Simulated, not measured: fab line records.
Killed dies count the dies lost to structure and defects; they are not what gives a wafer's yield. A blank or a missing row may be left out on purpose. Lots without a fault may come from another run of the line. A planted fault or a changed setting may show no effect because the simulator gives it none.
Which tool is to blame? + flow sky130 + 12 lots with 36 wafers sampled at 2 steps, on a route of 708 steps

## WHAT THE GAUGES SHOWED, per wafer
SKY_VIA1_CD_MEAS_12: target cd 150 nm.
| lot  | measured     | on        | cd-nm (nm)        |
|------|--------------|-----------|-------------------|
| L075 | day 34 07:58 | cd-sem-02 | 148.7 148.1 149.3 |
| L077 | day 34 22:26 | cd-sem-01 | 151.1 150.3 152.3 |
| L079 | day 35 12:50 | cd-sem-01 | 150.0 150.2 148.7 |
| L081 | day 36 04:56 | cd-sem-01 | 153.8 153.4 151.0 |
| L083 | day 37 03:26 | cd-sem-02 | 149.4 151.5 150.6 |
| L085 | day 37 13:47 | cd-sem-01 | 150.4 150.5 150.9 |
| L087 | day 39 02:56 | cd-sem-02 | 149.6 150.8 150.9 |
| L089 | day 39 04:14 | cd-sem-02 | 150.4 150.3 150.4 |
| L091 | day 39 04:56 | cd-sem-02 | 147.6 150.0 147.5 |
| L093 | day 39 10:56 | cd-sem-02 | 149.8 149.0 149.5 |
| L095 | day 40 08:25 | cd-sem-01 | 149.7 149.9 149.6 |
| L097 | day 40 19:35 | cd-sem-01 | 151.8 151.1 151.5 |

## TOOL THAT RAN EACH LOT (tool first, then ch and the chambers of the sampled wafers, then the start)
| lot  | SKY_LI_CONTACT_SPUTTER_20    |
|------|------------------------------|
| L075 | pvd-sputter-01, day 29 14:14 |
| L077 | pvd-sputter-01, day 30 04:02 |
| L079 | pvd-sputter-03, day 30 21:26 |
| L081 | pvd-sputter-01, day 31 13:37 |
| L083 | pvd-sputter-03, day 32 10:49 |
| L085 | pvd-sputter-03, day 32 21:53 |
| L087 | pvd-sputter-03, day 34 14:10 |
| L089 | pvd-sputter-01, day 34 15:07 |
| L091 | pvd-sputter-02, day 34 17:37 |
| L093 | pvd-sputter-01, day 34 21:28 |
| L095 | pvd-sputter-03, day 35 21:29 |
| L097 | pvd-sputter-02, day 36 10:38 |
- SKY_LI_CONTACT_SPUTTER_20: material TiN, target thk 20 nm, time 80 s.

## THE ANSWER, worked out from the rows above alone
Rule: the usual values come from the lots themselves. The widest of any qualifying gaps counts: lots, ordered by their means at a reading, are off when they make up no more than a third of the lots, leave a main group of 4 or more, and stand apart from it by 3 or more times the standard deviation of that group's means. A main group whose means are all the same, to the digits that the tables above print for the reading, isn't used. Also off: a lot with no number at a reading for which 4 or more lots have one. Where the step has rows for the other lots, those lots are counted as sound.
Nothing can be told from this: no lot is off at any reading shown.

## WHAT THE SIMULATOR HAD INSERTED
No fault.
